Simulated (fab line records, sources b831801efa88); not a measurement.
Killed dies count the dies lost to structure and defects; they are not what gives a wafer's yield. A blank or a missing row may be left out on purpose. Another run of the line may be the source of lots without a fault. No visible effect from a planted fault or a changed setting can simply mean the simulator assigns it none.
Which of the tools did it? | flow sky130 | 6 lots, 18 wafers sampled, at 1 step of a route of 708

WHAT THE GAUGES SHOWED, per wafer
SKY_VIA2_THK_MEAS_01.
lot  | measured     | on           | VIA2_HDPCVD_THK (nm)
L970 | day 35 11:07 | filmMetro-03 | 1187 1192 1186
L974 | day 37 10:09 | filmMetro-03 | 1195 1195 1188
L977 | day 38 01:18 | filmMetro-01 | 1189 1191 1214
L980 | day 39 02:38 | filmMetro-03 | 1183 1194 1185
L986 | day 40 18:04 | filmMetro-02 | 1192 1183 1203
L987 | day 41 08:23 | filmMetro-03 | 1178 1175 1176

WHICH TOOL RAN EACH LOT (tool, then ch and the chambers of the sampled wafers, then the start)
No process step before these readings appears in the record.

THE ANSWER, worked out from the rows above alone
Rule: the usual values come from the lots themselves. The widest of any qualifying gaps counts: lots, ordered by their means at a reading, are off when they make up no more than a third of the lots, leave a main group of 4 or more, and stand apart from it by 3 or more times the standard deviation of that group's means. Not used: any main group whose means are identical at the precision the tables above print for the reading. Also off: a lot with no number at a reading for which 4 or more lots have one. Where the step has rows for the other lots, those lots are counted as sound.
Nothing can be told from this: no lot is off at any reading shown.

WHAT HAD BEEN PUT IN BY THE SIMULATOR
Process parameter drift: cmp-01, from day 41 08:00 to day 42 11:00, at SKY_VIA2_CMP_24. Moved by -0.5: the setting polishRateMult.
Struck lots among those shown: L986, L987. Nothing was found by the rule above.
